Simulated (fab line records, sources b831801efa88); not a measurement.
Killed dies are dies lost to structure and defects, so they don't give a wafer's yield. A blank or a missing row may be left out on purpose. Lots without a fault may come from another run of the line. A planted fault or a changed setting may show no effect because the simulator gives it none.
Split-lot experiment | flow sfq_line | 5 lots, 23 wafers read, on a route of 325 steps

THE SPLIT
At SFQ_TRILAYER_I5_LITHO_COAT_144 (resist thk 650 nm), the setting spin_rpm was moved away from the recipe's 3000 rpm on 8 of the 23 wafers read, by -2.1% to +6.7%. The other wafers ran this setting at the recipe's value.

The reading is taken at the split's own step.

THE READING
KrF_of_TRILAYER_I5_LITHO_COAT_144.thk_nm (the simulator's own value, which no gauge read), in nm, at SFQ_TRILAYER_I5_LITHO_COAT_144 (resist thk 650 nm). The file gives no usual value for it. The 15 wafers here that ran the recipe average 648.9 nm, standard deviation 2.2 nm.

wafer  | tool, chamber at the split | spin_rpm as run, rpm | against the recipe | KrF_of_TRILAYER_I5_LITHO_COAT_144.thk_nm, nm | against lot-mates on the recipe
L074.1 | litho_track-02, 0          | 3000                 | recipe             | 651.8                                        | -
L074.3 | litho_track-02, 0          | 3000                 | recipe             | 652.4                                        | -
L074.4 | litho_track-02, 0          | 3000                 | recipe             | 648.9                                        | -
L077.1 | litho_track-01, 0          | 3000                 | recipe             | 650.8                                        | -
L077.2 | litho_track-01, 0          | 3201                 | +6.7%              | 631.9                                        | -18.4
L077.3 | litho_track-01, 0          | 3000                 | recipe             | 649.9                                        | -
L077.5 | litho_track-01, 0          | 3201                 | +6.7%              | 629.2                                        | -21.1
L077.6 | litho_track-01, 0          | 3201                 | +6.7%              | 631.7                                        | -18.6
L079.1 | litho_track-02, 0          | 3000                 | recipe             | 651.6                                        | -
L079.2 | litho_track-02, 0          | 3000                 | recipe             | 651.5                                        | -
L079.4 | litho_track-02, 0          | 3105                 | +3.5%              | 640.2                                        | -11.3
L079.5 | litho_track-02, 0          | 3105                 | +3.5%              | 640                                          | -11.5
L079.6 | litho_track-02, 0          | 3105                 | +3.5%              | 640.3                                        | -11.2
L080.1 | litho_track-02, 0          | 3000                 | recipe             | 648.3                                        | -
L080.6 | litho_track-02, 0          | 3000                 | recipe             | 648.3                                        | -
L080.2 | litho_track-02, 0          | 3000                 | recipe             | 647.6                                        | -
L080.4 | litho_track-02, 0          | 3000                 | recipe             | 647.4                                        | -
L080.5 | litho_track-02, 0          | 3000                 | recipe             | 647.3                                        | -
L083.1 | litho_track-01, 0          | 2936                 | -2.1%              | 654.8                                        | +8.9
L083.2 | litho_track-01, 0          | 3000                 | recipe             | 645.6                                        | -
L083.3 | litho_track-01, 0          | 3000                 | recipe             | 646                                          | -
L083.4 | litho_track-01, 0          | 3000                 | recipe             | 646.1                                        | -
L083.6 | litho_track-01, 0          | 2936                 | -2.1%              | 652.3                                        | +6.4

THE FIT
A straight line over all 23 wafers: KrF_of_TRILAYER_I5_LITHO_COAT_144.thk_nm changes by -2.6 nm for each +1% of spin_rpm; r = -0.96; the points scatter about the line by 2 nm.
The same after taking each lot's own level away (the mean of its wafers on the recipe; 23 wafers): -3.02 nm for each +1%; r = -0.99; scatter 1 nm.
On that fit, the largest move of spin_rpm shifts the reading by 20 nm.
The lots' own levels span 645.90 to 651.55 nm, that is 2.5 times the standard deviation above.
So the lot-to-lot level changes the slope: the two fits differ.
Check: with one of the wafers moved furthest among these (+6.7%) left out of the fit, the line predicts -20.7 nm for it against its lot-mates. It came out at -18.4 nm against them.

OTHER SPLITS ON THESE WAFERS
These wafers also went through other splits before the reading. Each is held against what the fit with the lots' levels taken away leaves over:
other split on the same wafers                    | wafers away from the commonest value | r with KrF_of_TRILAYER_I5_LITHO_COAT_144.thk_nm (lot level and that fit taken away)
SFQ_TRILAYER_I2_VIA_BARC_OPEN_VIA_ETCH_096 time_s | 4                                    | -0.10
SFQ_TRILAYER_M3_ETCH_METAL_ETCH_078 time_s        | 9                                    | +0.27
SFQ_TRILAYER_M4_LITHO_COAT_093 resist_thk_nm      | 9                                    | +0.11
SFQ_TRILAYER_I4_CMP_CMP_100 down_force_psi        | 7                                    | -0.24
SFQ_TRILAYER_JJ_TRILAYER_DEP_SPUTTER_110 power_w  | 8                                    | -0.14
SFQ_TRILAYER_JJ_CE_LITHO_PEB_117 peb_temp_c       | 4                                    | +0.01
SFQ_TRILAYER_A5B_DEP_PECVD_129 time_s             | 7                                    | -0.05
SFQ_TRILAYER_R5_DEP_SPUTTER_132 power_w           | 9                                    | -0.04

THE FILE'S OWN FIT
KrF_of_TRILAYER_I5_LITHO_COAT_144.thk_nm changes by -3.02 nm for each +1% of spin_rpm, r = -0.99.
